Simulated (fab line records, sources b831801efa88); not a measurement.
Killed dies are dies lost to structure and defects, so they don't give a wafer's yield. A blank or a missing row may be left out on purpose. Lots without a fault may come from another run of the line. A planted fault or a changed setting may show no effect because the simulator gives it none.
A struck lot beside a sound one | flow sfq_line | 18 steps out of a route of 325
Sound: wafers L744.1, L744.2, L744.4. Struck: wafer L747.2. (L747.3, L747.5 of the same lot were not struck and are left out.) The cause comes at the end.
At each step with rows: each side's tool, then ch and its chambers, then its first start. Under that, the readings that differ: sound wafers | struck wafers | difference of the means | sigmas: that difference in standard deviations of wafers without a fault.
alike: readings whose means differ by less than 2 such deviations, and words and numbers that are the same on both sides. not compared: withheld readings, readings that some wafer has no value for, bounds like >300 that may hide the same value, and numbers for which the record gives no deviation and whose values overlap.
The two part at a step that has a row with sigmas, a row that says differs or no value, or rows on one side only. Numbers that don't overlap but have no deviation are shown without sigmas and don't part them. A reading that every wafer of one side lacks parts them only if that side has two wafers or more.

SFQ_TRILAYER_M4_BARC_OPEN_METAL_ETCH_123: etches BARC in O2, target depth 125 nm, time 41.7 s.
  sound on rie_metal-04 ch 0,1, day 47 19:16; struck on rie_metal-01 ch 1, day 48 16:40
  alike: chamber_pressure_mTorr, drypump_motor_current_A, oes_product_au
  not compared: rf_hours_counter_h
SFQ_TRILAYER_M4_ETCH_METAL_ETCH_096: etches Nb in Cl2/Ar, stops on SiO2, target depth 240 nm, time 120 s.
  sound on rie_metal-04 ch 0,1, day 47 19:20; struck on rie_metal-01 ch 1, day 48 16:44
  alike: chamber_pressure_mTorr, drypump_motor_current_A, oes_product_au
  not compared: rf_hours_counter_h
then, 2 steps without rows for these wafers: SFQ_TRILAYER_M4_STRIP_STRIP_097 (strips in O2); SFQ_TRILAYER_M4_STRIP_SOLV_CLEAN_098 (cleans in NMP, time 600 s).
SFQ_TRILAYER_I4_DEP_PECVD_099: deposits SiO2 from SiH4/N2O, time 111.11 s, target thk 500 nm.
  sound on pecvd-03 ch 0,1,2, day 47 20:14; struck on pecvd-01 ch 0, day 48 17:38
  alike: heater_power_w, throttle_valve_pct
SFQ_TRILAYER_I4_CMP_CMP_100: polishes SiO2.
  sound on cmp-01 ch 0,1,3, day 48 16:45; struck on cmp-02 ch 0, day 49 09:20
  alike: motor_current_A, slurry_flow_ml_min, time_to_endpoint_s
SFQ_I4_BOW_MEAS_927:
  sound on film_metro-02, day 48 19:45; struck on film_metro-01, day 49 11:21
  alike: I4_BOW
SFQ_TRILAYER_I4_METRO_MEASURE_101:
  sound on film_metro-02, day 48 19:52; struck on film_metro-01, day 49 11:39
  alike: thk_nm
then, 4 steps without rows for these wafers: SFQ_TRILAYER_I4_VIA_LITHO_COAT_108 (resist thk 62 nm); SFQ_TRILAYER_I4_VIA_LITHO_COAT_103 (resist thk 650 nm); SFQ_TRILAYER_I4_VIA_LITHO_SOFTBAKE_107; SFQ_TRILAYER_I4_VIA_LITHO_EXPOSE_104 (exposes mask I4, target cd 700 nm).
-- the record jumps here: 6 days lie between the struck wafers' starts before and after --
SFQ_TRILAYER_I4_VIA_LITHO_PEB_106: peb time 60 s.
  sound on litho_track-01 ch 0, day 54 08:29; struck on litho_track-01 ch 0, day 55 02:16
  reading                  | sound             | struck | difference | sigmas
  heater_power_total_W (W) | 79.19 79.18 79.18 | 80.48  | +1.30      | +20
  alike: resist_line_temp_C
then, 1 step without rows for these wafers: SFQ_TRILAYER_I4_VIA_LITHO_DEVELOP_105 (time 60 s).
SFQ_I4_OVL_MEAS_928:
  sound on overlay-02, day 54 08:47; struck on overlay-02, day 55 02:32
  alike: I4_OVL
SFQ_TRILAYER_I4_VIA_BARC_OPEN_VIA_ETCH_146: etches BARC in O2, target depth 125 nm, time 41.7 s.
  sound on rie_diel-02 ch 0,1,3, day 54 08:49; struck on rie_diel-02 ch 1, day 55 02:34
  alike: chamber_pressure_mTorr, drypump_motor_current_A, oes_product_au
  not compared: rf_hours_counter_h, model.I4.cd_nm
SFQ_TRILAYER_I4_VIA_ETCH_VIA_ETCH_106: etches SiO2 in CHF3, stops on Nb, target depth 260 nm.
  sound on rie_diel-02 ch 0,1,3, day 54 08:51; struck on rie_diel-02 ch 1, day 55 02:37
  alike: chamber_pressure_mTorr, drypump_motor_current_A, oes_product_au
  not compared: model.I4.cd_nm
then, 1 step without rows for these wafers: SFQ_TRILAYER_I4_VIA_STRIP_STRIP_107 (strips in O2).

WHERE THEY PART
Only at SFQ_TRILAYER_I4_VIA_LITHO_PEB_106, within this record. Later steps at which nothing parts them and some readings are alike: SFQ_I4_OVL_MEAS_928, SFQ_TRILAYER_I4_VIA_BARC_OPEN_VIA_ETCH_146, SFQ_TRILAYER_I4_VIA_ETCH_VIA_ETCH_106.

WHY: what the simulator had put in
Process parameter drift: litho_track-01, from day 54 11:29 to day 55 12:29, at SFQ_TRILAYER_I4_VIA_LITHO_PEB_106. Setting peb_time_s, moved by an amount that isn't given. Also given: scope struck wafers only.
